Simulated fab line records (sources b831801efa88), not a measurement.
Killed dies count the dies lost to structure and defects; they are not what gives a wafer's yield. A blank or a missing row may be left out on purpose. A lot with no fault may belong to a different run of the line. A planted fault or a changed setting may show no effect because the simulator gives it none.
A struck lot beside a sound one | flow gf180mcu | 16 steps out of a route of 602
Sound: wafers L683.1, L683.5, L683.6. Struck: wafer L679.1 (left out: L679.2, L679.3 of the same lot, which were not struck); the cause appears at the end.
At each step with rows: each side's tool, then ch and its chambers, then its first start. Under that, the readings that differ: sound wafers | struck wafers | difference of the means | sigmas: that difference in standard deviations of wafers without a fault.
alike: readings whose means differ by less than 2 such deviations, and words and numbers that are the same on both sides. not compared: withheld readings, readings that some wafer has no value for, bounds like >300 that may hide the same value, and numbers for which the record gives no deviation and whose values overlap.
Wherever a step has rows on one side only, a row that says differs or no value, or a row with sigmas, the two part there. When numbers do not overlap yet have no deviation, they are printed without sigmas and do not part them. A reading that every wafer of one side lacks parts them only if that side has two wafers or more.

GF_TOP_METAL_SPUTTER_04: material TiN, target thk 25 nm, time 20.8 s.
  sound on pvd-sputter-01, day 31 06:45; struck on pvd-sputter-01, day 30 07:13
  alike: throttle-valve-pct
GF_TOP_METAL_RS_MEAS_05: a four-point-probe measurement.
  sound on film-metro-03, day 31 06:47; struck on film-metro-03, day 30 07:15
  alike: TOP_METAL_ALCU_RS
GF_TOP_METAL_THK_MEAS_06: measures by xrf.
  sound on film-metro-03, day 31 06:54; struck on film-metro-03, day 30 07:22
  alike: TOP_METAL_ALCU_THK
then, 7 steps without rows for these wafers: GF_TOP_METAL_DEHYDRATE_07 (time 60 s); GF_TOP_METAL_HMDS_08 (prime time 60 s); GF_TOP_METAL_COAT_09 (resist thk 1500 nm); GF_TOP_METAL_SOFTBAKE_10 (time 60 s); GF_TOP_METAL_EXPOSE_11 (exposes mask MetalTop, target cd 440 nm); GF_TOP_METAL_PEB_12; GF_TOP_METAL_DEVELOP_13 (develop time 60 s).
GF_TOP_METAL_CD_MEAS_14: the cd target is 440 nm.
  sound on cd-sem-02, day 31 23:43; struck on cd-sem-01, day 31 00:52
  alike: cd-nm
GF_TOP_METAL_OVL_MEAS_15:
  sound on overlay-01, day 31 23:50; struck on overlay-01, day 31 00:59
  alike: TOP_METAL_OVL
GF_TOP_METAL_METAL_ETCH_16: etches the open film in Cl2/BCl3, stops on SiO2, target depth 1077.5 nm, time 179.6 s.
  sound on rie-metal-03 ch 0,1, day 31 23:52; struck on rie-metal-02 ch 0, day 31 01:01
  reading                                        | sound                | struck | difference | sigmas
  oes-product-au (a.u.)                          | 0.967 0.973 0.957    | 0.912  | -0.054     | -8
  rf-fwd-power-W (W)                             | 799.6 796.8 799.2    | 670.5  | -128.0     | -53
  throttle-valve-pct (%)                         | 28.257 28.241 28.252 | 28.309 | +0.059     | +6
  model.TOP_METAL.feature-depth-nm (nm)          | 1024 1029 1012       | 926.5  | -95.2      |
  model.etch.depth-nm (nm)                       | 1024 1029 1012       | 926.5  | -95.2      |
  model.NOVOLAK_of_TOP_METAL_COAT_09.thk-nm (nm) | 1058 1060 1062       | 1128   | +68        |
  alike: drypump-motor-current-A
  not compared: rf-hours-counter-h
GF_TOP_METAL_STRIP_17: strips in O2/N2.
  sound on plasma-asher-02 ch 0,1, day 32 00:03; struck on plasma-asher-04 ch 0, day 31 01:12
  reading                      | sound             | struck | difference | sigmas
  strip-time-to-endpoint-s (s) | 13.33 13.34 13.37 | 14.15  | +0.80      | +13
  alike: drypump-motor-current-A, heater-power-w, oes-product-au
  not compared: rf-hours-counter-h
then, 1 step without rows for these wafers: GF_TOP_METAL_STRIP_18 (strips in post etch residue remover, time 1200 s).
GF_PASSIVATION_PROBE_99:
  sound on prober-02, day 32 19:45; struck on prober-02, day 31 21:12
  reading                                | sound | struck | difference | sigmas
  model.etest.nmos_6p0_nat.short         | 0 0 0 | 1      | +1         |
  model.etest.ring_6p0.no-ring           | 0 0 0 | 1      | +1         |
  model.etest.nplus-sal.short            | 0 0 0 | 1      | +1         |
  model.etest.iso-pplus-pwell.over-limit | 0 0 0 | 1      | +1         |
  model.etest.met-top.short              | 0 0 0 | 1      | +1         |
  model.etest.via5-chain.short           | 0 0 0 | 1      | +1         |
  model.etest.met2-comb.over-limit       | 0 0 0 | 1      | +1         |
  model.etest.nmos_3p3.over-limit        | 0 0 0 | 1      | +1         |

== WHERE THEY PART ==
Last at GF_TOP_METAL_STRIP_17 as far as this record goes, first at GF_TOP_METAL_METAL_ETCH_16.

WHY: what had been put in by the simulator
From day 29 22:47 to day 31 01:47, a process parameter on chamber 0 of rie-metal-02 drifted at GF_TOP_METAL_METAL_ETCH_16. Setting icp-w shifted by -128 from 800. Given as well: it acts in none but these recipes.
